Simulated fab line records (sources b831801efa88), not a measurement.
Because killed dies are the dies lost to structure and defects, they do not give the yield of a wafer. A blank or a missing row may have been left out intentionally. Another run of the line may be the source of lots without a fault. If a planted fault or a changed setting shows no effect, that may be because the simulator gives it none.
Which of the tools did it? / flow gf180mcu / 36 wafers sampled from 12 lots at 1 step of a route of 602

== WHAT THE GAUGES READ, wafer by wafer ==
GF_VT_IMPLANT_RS_MEAS_48: measures by four-point-probe.
lot=L075; measured=day 7 17:40; on=film_metro-02; LVPWELL_RS (ohm/sq)=1196 1201 1201
lot=L077; measured=day 8 11:22; on=film_metro-03; LVPWELL_RS (ohm/sq)=1202 1203 1201
lot=L079; measured=day 8 22:29; on=film_metro-03; LVPWELL_RS (ohm/sq)=1204 1204 1204
lot=L081; measured=day 9 05:20; on=film_metro-04; LVPWELL_RS (ohm/sq)=1197 1194 1197
lot=L083; measured=day 9 21:56; on=film_metro-04; LVPWELL_RS (ohm/sq)=1196 1194 1193
lot=L085; measured=day 10 11:55; on=film_metro-03; LVPWELL_RS (ohm/sq)=1200 1197 1197
lot=L087; measured=day 11 09:58; on=film_metro-03; LVPWELL_RS (ohm/sq)=1190 1196 1198
lot=L089; measured=day 12 02:55; on=film_metro-04; LVPWELL_RS (ohm/sq)=1197 1196 1196
lot=L091; measured=day 12 11:50; on=film_metro-02; LVPWELL_RS (ohm/sq)=1196 1197 1197
lot=L093; measured=day 13 00:04; on=film_metro-02; LVPWELL_RS (ohm/sq)=1194 1192 1196
lot=L095; measured=day 13 13:44; on=film_metro-02; LVPWELL_RS (ohm/sq)=1195 1195 1197
lot=L097; measured=day 14 00:59; on=film_metro-02; LVPWELL_RS (ohm/sq)=1198 1202 1197

== TOOL THAT RAN EACH LOT (tool first, then ch and the chambers of the sampled wafers, then the start) ==
The record holds no process step before these readings.

== THE ANSWER, worked out from the rows above alone ==
Rule: what is usual is taken from the lots themselves. Put in order of their means at a reading, lots are off if they are a third of the lots or fewer, leave a main group of 4 or more, and stand apart from it by a gap of 3 or more times the standard deviation of the main group's means; of several such gaps the widest counts. A main group whose means are all the same, to the digits that the tables above print for the reading, isn't used. Also off: a lot with no number at a reading for which 4 or more lots have one. Any other lot the step has rows for is counted as sound.
Nothing can be told from this: no lot is off at any reading shown.

== WHAT THE SIMULATOR HAD PUT IN ==
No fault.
